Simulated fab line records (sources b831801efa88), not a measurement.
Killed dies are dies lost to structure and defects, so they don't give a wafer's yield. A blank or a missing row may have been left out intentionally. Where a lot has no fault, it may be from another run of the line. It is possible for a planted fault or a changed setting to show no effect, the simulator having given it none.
The tool behind it: which one? / flow gf180mcu / 14 lots, 42 wafers sampled, at 5 steps of a route of 602

== WHAT EACH GAUGE READ, for each wafer ==
GF_DNWELL_TW_MEAS_09.
lot=L713; measured=day 2 20:20; on=filmMetro-02; DNWELL_TW=1346 1343 1348
lot=L714; measured=day 3 00:01; on=filmMetro-02; DNWELL_TW=1352 1351 1349
lot=L715; measured=day 3 04:20; on=filmMetro-01; DNWELL_TW=31 31 31
lot=L716; measured=day 3 10:26; on=filmMetro-02; DNWELL_TW=31 31 31
lot=L721; measured=day 4 13:59; on=filmMetro-02; DNWELL_TW=1350 1360 1361
lot=L728; measured=day 6 01:32; on=filmMetro-04; DNWELL_TW=1325 1331 1329
lot=L729; measured=day 6 07:32; on=filmMetro-04; DNWELL_TW=1323 1326 1326
lot=L730; measured=day 6 13:44; on=filmMetro-02; DNWELL_TW=1349 1358 1358
lot=L731; measured=day 6 18:04; on=filmMetro-04; DNWELL_TW=1331 1329 1329
lot=L732; measured=day 7 00:47; on=filmMetro-02; DNWELL_TW=1339 1345 1348
lot=L733; measured=day 7 04:56; on=filmMetro-02; DNWELL_TW=1339 1344 1350
lot=L734; measured=day 7 09:55; on=filmMetro-01; DNWELL_TW=1346 1339 1340
lot=L735; measured=day 7 14:56; on=filmMetro-01; DNWELL_TW=1334 1344 1349
lot=L736; measured=day 7 22:14; on=filmMetro-01; DNWELL_TW=1338 1337 1341

GF_VT_IMPLANT_TW_MEAS_32.
lot=L713; measured=day 6 23:25; on=filmMetro-01; VT_IMPLANT_3_TW=266.0 267.3 265.5
lot=L714; measured=day 7 02:54; on=filmMetro-01; VT_IMPLANT_3_TW=267.4 266.3 267.9
lot=L715; measured=day 7 09:48; on=filmMetro-03; VT_IMPLANT_3_TW=267.1 266.9 267.5
lot=L716; measured=day 7 15:42; on=filmMetro-01; VT_IMPLANT_3_TW=267.4 267.0 266.0
lot=L721; measured=day 9 00:41; on=filmMetro-02; VT_IMPLANT_3_TW=267.8 268.3 268.9
lot=L728; measured=day 10 22:35; on=filmMetro-01; VT_IMPLANT_3_TW=267.1 266.9 266.7
lot=L729; measured=day 11 05:14; on=filmMetro-03; VT_IMPLANT_3_TW=265.7 266.6 269.0
lot=L730; measured=day 11 12:38; on=filmMetro-02; VT_IMPLANT_3_TW=268.3 268.6 267.6
lot=L731; measured=day 11 19:59; on=filmMetro-01; VT_IMPLANT_3_TW=265.2 265.1 266.5
lot=L732; measured=day 12 01:20; on=filmMetro-03; VT_IMPLANT_3_TW=268.6 266.7 265.7
lot=L733; measured=day 12 06:53; on=filmMetro-02; VT_IMPLANT_3_TW=267.5 269.9 268.8
lot=L734; measured=day 12 12:58; on=filmMetro-02; VT_IMPLANT_3_TW=266.5 269.0 269.0
lot=L735; measured=day 12 20:23; on=filmMetro-03; VT_IMPLANT_3_TW=267.1 267.2 268.1
lot=L736; measured=day 13 06:05; on=filmMetro-01; VT_IMPLANT_3_TW=266.4 266.4 266.5

GF_POLY_GATE_THK_MEAS_17.
lot=L713; measured=day 9 08:28; on=filmMetro-04; POLY_GATE_OXIDATION_THK (nm)=4.06 4.06 3.88
lot=L714; measured=day 9 14:20; on=filmMetro-02; POLY_GATE_OXIDATION_THK (nm)=3.98 4.04 4.02
lot=L715; measured=day 9 19:13; on=filmMetro-02; POLY_GATE_OXIDATION_THK (nm)=4.04 4.02 3.94
lot=L716; measured=day 9 23:28; on=filmMetro-01; POLY_GATE_OXIDATION_THK (nm)=3.91 3.95 3.86
lot=L721; measured=day 11 17:18; on=filmMetro-04; POLY_GATE_OXIDATION_THK (nm)=3.87 3.92 4.02
lot=L728; measured=day 13 14:26; on=filmMetro-01; POLY_GATE_OXIDATION_THK (nm)=3.92 3.86 3.84
lot=L729; measured=day 13 23:13; on=filmMetro-01; POLY_GATE_OXIDATION_THK (nm)=3.97 3.96 4.10
lot=L730; measured=day 14 07:34; on=filmMetro-01; POLY_GATE_OXIDATION_THK (nm)=3.92 4.15 4.13
lot=L731; measured=day 14 14:17; on=filmMetro-01; POLY_GATE_OXIDATION_THK (nm)=3.98 4.01 4.02
lot=L732; measured=day 14 22:13; on=filmMetro-02; POLY_GATE_OXIDATION_THK (nm)=4.01 3.91 4.04
lot=L733; measured=day 15 02:17; on=filmMetro-04; POLY_GATE_OXIDATION_THK (nm)=3.85 3.90 3.93
lot=L734; measured=day 15 08:22; on=filmMetro-01; POLY_GATE_OXIDATION_THK (nm)=3.97 3.87 3.99
lot=L735; measured=day 15 23:20; on=filmMetro-04; POLY_GATE_OXIDATION_THK (nm)=3.98 3.89 3.88
lot=L736; measured=day 16 04:55; on=filmMetro-01; POLY_GATE_OXIDATION_THK (nm)=3.84 3.87 3.85

GF_HV_LDD_CD_MEAS_07: the cd target is 400 nm.
lot=L713; measured=day 10 01:35; on=cdSem-02; cdNm (nm)=394.3 397.1 397.0
lot=L714; measured=day 10 07:41; on=cdSem-02; cdNm (nm)=401.6 402.6 403.7
lot=L715; measured=day 10 13:02; on=cdSem-02; cdNm (nm)=400.0 399.6 399.3
lot=L716; measured=day 10 17:03; on=cdSem-02; cdNm (nm)=401.9 401.2 402.4
lot=L721; measured=day 12 12:41; on=cdSem-01; cdNm (nm)=402.7 400.9 400.6
lot=L728; measured=day 14 17:40; on=cdSem-01; cdNm (nm)=400.7 401.3 400.0
lot=L729; measured=day 14 21:28; on=cdSem-01; cdNm (nm)=401.9 400.9 399.7
lot=L730; measured=day 15 01:08; on=cdSem-02; cdNm (nm)=398.8 400.6 398.8
lot=L731; measured=day 15 11:29; on=cdSem-01; cdNm (nm)=400.6 400.5 401.7
lot=L732; measured=day 15 20:43; on=cdSem-02; cdNm (nm)=399.6 399.0 402.6
lot=L733; measured=day 16 00:11; on=cdSem-01; cdNm (nm)=402.2 402.6 401.7
lot=L734; measured=day 16 06:00; on=cdSem-02; cdNm (nm)=395.9 397.9 398.8
lot=L735; measured=day 16 21:38; on=cdSem-01; cdNm (nm)=400.8 400.5 397.5
lot=L736; measured=day 17 03:10; on=cdSem-01; cdNm (nm)=402.0 404.9 405.2

== TOOL THAT RAN EACH LOT (tool first, then ch and the chambers of the sampled wafers, then the start) ==
lot=L713; GF_DNWELL_EXPOSE_04=ilineStepper-02 ch 0, day 2 14:14
lot=L714; GF_DNWELL_EXPOSE_04=ilineStepper-02 ch 0, day 2 17:55
lot=L715; GF_DNWELL_EXPOSE_04=ilineStepper-02, day 2 22:21
lot=L716; GF_DNWELL_EXPOSE_04=ilineStepper-02, day 3 03:45
lot=L721; GF_DNWELL_EXPOSE_04=ilineStepper-01 ch 0, day 4 06:49
lot=L728; GF_DNWELL_EXPOSE_04=ilineStepper-02 ch 0, day 5 18:06
lot=L729; GF_DNWELL_EXPOSE_04=ilineStepper-01 ch 0, day 5 23:34
lot=L730; GF_DNWELL_EXPOSE_04=ilineStepper-02 ch 0, day 6 06:24
lot=L731; GF_DNWELL_EXPOSE_04=ilineStepper-01 ch 0, day 6 10:31
lot=L732; GF_DNWELL_EXPOSE_04=ilineStepper-01 ch 0, day 6 17:08
lot=L733; GF_DNWELL_EXPOSE_04=ilineStepper-02 ch 0, day 6 20:48
lot=L734; GF_DNWELL_EXPOSE_04=ilineStepper-02 ch 0, day 7 01:53
lot=L735; GF_DNWELL_EXPOSE_04=ilineStepper-02 ch 0, day 7 06:56
lot=L736; GF_DNWELL_EXPOSE_04=ilineStepper-02 ch 0, day 7 14:29
- GF_DNWELL_EXPOSE_04: exposes mask DNWELL, target cd 1700 nm.

== AS READ BY THE TOOLS THEMSELVES (means over the sampled wafers that have a number; for cases with no such wafer, the mark the record gives instead) ==
GF_DNWELL_EXPOSE_04.
lot=L713; tool=ilineStepper-02; exposureDoseMJCm2=260.14; focusOffsetNm (nm)=-0.6; reticleTempC (C)=23.00; stageVelMmS (mm/s)=499.77
lot=L714; tool=ilineStepper-02; exposureDoseMJCm2=259.92; focusOffsetNm (nm)=-0.1; reticleTempC (C)=22.83; stageVelMmS (mm/s)=500.00
lot=L715; tool=ilineStepper-02; exposureDoseMJCm2=-; focusOffsetNm (nm)=-; reticleTempC (C)=-; stageVelMmS (mm/s)=-
lot=L716; tool=ilineStepper-02; exposureDoseMJCm2=-; focusOffsetNm (nm)=-; reticleTempC (C)=-; stageVelMmS (mm/s)=-
lot=L721; tool=ilineStepper-01; exposureDoseMJCm2=259.77; focusOffsetNm (nm)=-0.5; reticleTempC (C)=23.11; stageVelMmS (mm/s)=500.11
lot=L728; tool=ilineStepper-02; exposureDoseMJCm2=260.01; focusOffsetNm (nm)=-0.1; reticleTempC (C)=22.89; stageVelMmS (mm/s)=499.94
lot=L729; tool=ilineStepper-01; exposureDoseMJCm2=259.95; focusOffsetNm (nm)=0.0; reticleTempC (C)=22.98; stageVelMmS (mm/s)=500.07
lot=L730; tool=ilineStepper-02; exposureDoseMJCm2=260.10; focusOffsetNm (nm)=-0.2; reticleTempC (C)=23.08; stageVelMmS (mm/s)=499.86
lot=L731; tool=ilineStepper-01; exposureDoseMJCm2=259.79; focusOffsetNm (nm)=0.0; reticleTempC (C)=22.98; stageVelMmS (mm/s)=500.08
lot=L732; tool=ilineStepper-01; exposureDoseMJCm2=259.92; focusOffsetNm (nm)=-0.1; reticleTempC (C)=22.89; stageVelMmS (mm/s)=500.09
lot=L733; tool=ilineStepper-02; exposureDoseMJCm2=259.91; focusOffsetNm (nm)=-0.0; reticleTempC (C)=22.95; stageVelMmS (mm/s)=499.79
lot=L734; tool=ilineStepper-02; exposureDoseMJCm2=260.26; focusOffsetNm (nm)=-0.4; reticleTempC (C)=22.98; stageVelMmS (mm/s)=499.68
lot=L735; tool=ilineStepper-02; exposureDoseMJCm2=259.88; focusOffsetNm (nm)=0.2; reticleTempC (C)=23.13; stageVelMmS (mm/s)=499.95
lot=L736; tool=ilineStepper-02; exposureDoseMJCm2=260.04; focusOffsetNm (nm)=-0.1; reticleTempC (C)=23.11; stageVelMmS (mm/s)=499.92

== THE ANSWER, worked out from the rows above alone ==
Rule: usual is defined by the lots themselves. Put in order of their means at a reading, lots are off if they are a third of the lots or fewer, leave a main group of 4 or more, and stand apart from it by a gap of 3 or more times the standard deviation of the main group's means; of several such gaps the widest counts. Not used: any main group whose means are identical at the precision the tables above print for the reading. A lot without any number at a reading at which 4 lots or more have one is off too. All remaining lots with rows at the step are treated as sound. Order of review: gauges by route order, followed by the tools' own readings, for which a lot's mean as printed above is used. At the first step where some lot is off, the reading lying furthest off is the one used; lots without a number count as furthest.
Off: L715, L716, seen at GF_DNWELL_TW_MEAS_09 (DNWELL_TW). Mean 1342 and standard deviation 9.7 in the main group.
A tool fits if, at a process step before that reading, it ran every lot that is off, and no sound lot after the first of them. The gauges at GF_DNWELL_TW_MEAS_09 aren't tried: what is off there is off at GF_DNWELL_EXPOSE_04 too, on other tools, and a gauge's error can't cause that. Not one of the candidates tried fits.

== WHAT THE SIMULATOR HAD INSERTED ==
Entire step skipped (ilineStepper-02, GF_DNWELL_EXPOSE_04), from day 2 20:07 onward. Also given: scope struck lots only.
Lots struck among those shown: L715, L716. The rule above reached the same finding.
